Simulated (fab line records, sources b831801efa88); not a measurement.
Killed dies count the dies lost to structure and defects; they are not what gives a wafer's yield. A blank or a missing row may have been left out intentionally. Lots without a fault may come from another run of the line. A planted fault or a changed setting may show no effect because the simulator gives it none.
Which tool did it? :: flow gf180mcu :: 6 lots with 18 wafers sampled at 3 steps, on a route of 602 steps

## WHAT EACH GAUGE READ, for each wafer
GF_HV_LDD_TW_MEAS_11.
lot: L693
measured: day 10 17:07
on: filmMetro-04
HV_LDD_TW: 2392 2396 2412

lot: L695
measured: day 11 03:10
on: filmMetro-04
HV_LDD_TW: 2374 2391 2373

lot: L698
measured: day 12 05:40
on: filmMetro-03
HV_LDD_TW: 2426 2420 2437

lot: L702
measured: day 13 06:40
on: filmMetro-04
HV_LDD_TW: 2405 2402 2396

lot: L705
measured: day 14 06:40
on: filmMetro-03
HV_LDD_TW: 2429 2439 2435

lot: L711
measured: day 15 19:16
on: filmMetro-03
HV_LDD_TW: 1911 1911 1902

## TOOL THAT RAN EACH LOT (tool first, then ch and the chambers of the sampled wafers, then the start)
lot: L693
GF_HV_LDD_IMPLANT_09: implanter-01 ch 0, day 10 16:53
GF_HV_LDD_STRIP_10: plasmaAsher-02 ch 0,1, day 10 17:01

lot: L695
GF_HV_LDD_IMPLANT_09: implanter-01 ch 0, day 11 02:56
GF_HV_LDD_STRIP_10: plasmaAsher-01 ch 0,1, day 11 03:04

lot: L698
GF_HV_LDD_IMPLANT_09: implanter-02 ch 0, day 12 05:25
GF_HV_LDD_STRIP_10: plasmaAsher-01 ch 0,1, day 12 05:34

lot: L702
GF_HV_LDD_IMPLANT_09: implanter-02 ch 0, day 13 06:25
GF_HV_LDD_STRIP_10: plasmaAsher-02 ch 0,1, day 13 06:34

lot: L705
GF_HV_LDD_IMPLANT_09: implanter-03 ch 0, day 14 06:25
GF_HV_LDD_STRIP_10: plasmaAsher-04 ch 0,1, day 14 06:34

lot: L711
GF_HV_LDD_IMPLANT_09: implanter-03 ch 0, day 15 19:02
GF_HV_LDD_STRIP_10: plasmaAsher-04 ch 0,1, day 15 19:10
- GF_HV_LDD_IMPLANT_09
- GF_HV_LDD_STRIP_10: strips in O2/N2.

## THE ANSWER, worked out from the rows above alone
Rule: what is usual is taken from the lots themselves. The widest of any qualifying gaps counts: lots, ordered by their means at a reading, are off when they make up no more than a third of the lots, leave a main group of 4 or more, and stand apart from it by 3 or more times the standard deviation of that group's means. Not used: any main group whose means are identical at the precision the tables above print for the reading. A lot without any number at a reading at which 4 lots or more have one is off too. Where the step has rows for the other lots, those lots are counted as sound.
Off: L711, at GF_HV_LDD_TW_MEAS_11 (HV_LDD_TW). Mean 2408 and standard deviation 20 in the main group.
If a tool, at a process step before that reading, ran all the lots that are off and no sound lot after the first of them, it fits. Those tools and the gauges at GF_HV_LDD_TW_MEAS_11 are tried in the same way. Can't be told from this: 3 tools fit, implanter-03 at GF_HV_LDD_IMPLANT_09, plasmaAsher-04 at GF_HV_LDD_STRIP_10, filmMetro-03 at GF_HV_LDD_TW_MEAS_11.

## WHAT HAD BEEN PUT IN BY THE SIMULATOR
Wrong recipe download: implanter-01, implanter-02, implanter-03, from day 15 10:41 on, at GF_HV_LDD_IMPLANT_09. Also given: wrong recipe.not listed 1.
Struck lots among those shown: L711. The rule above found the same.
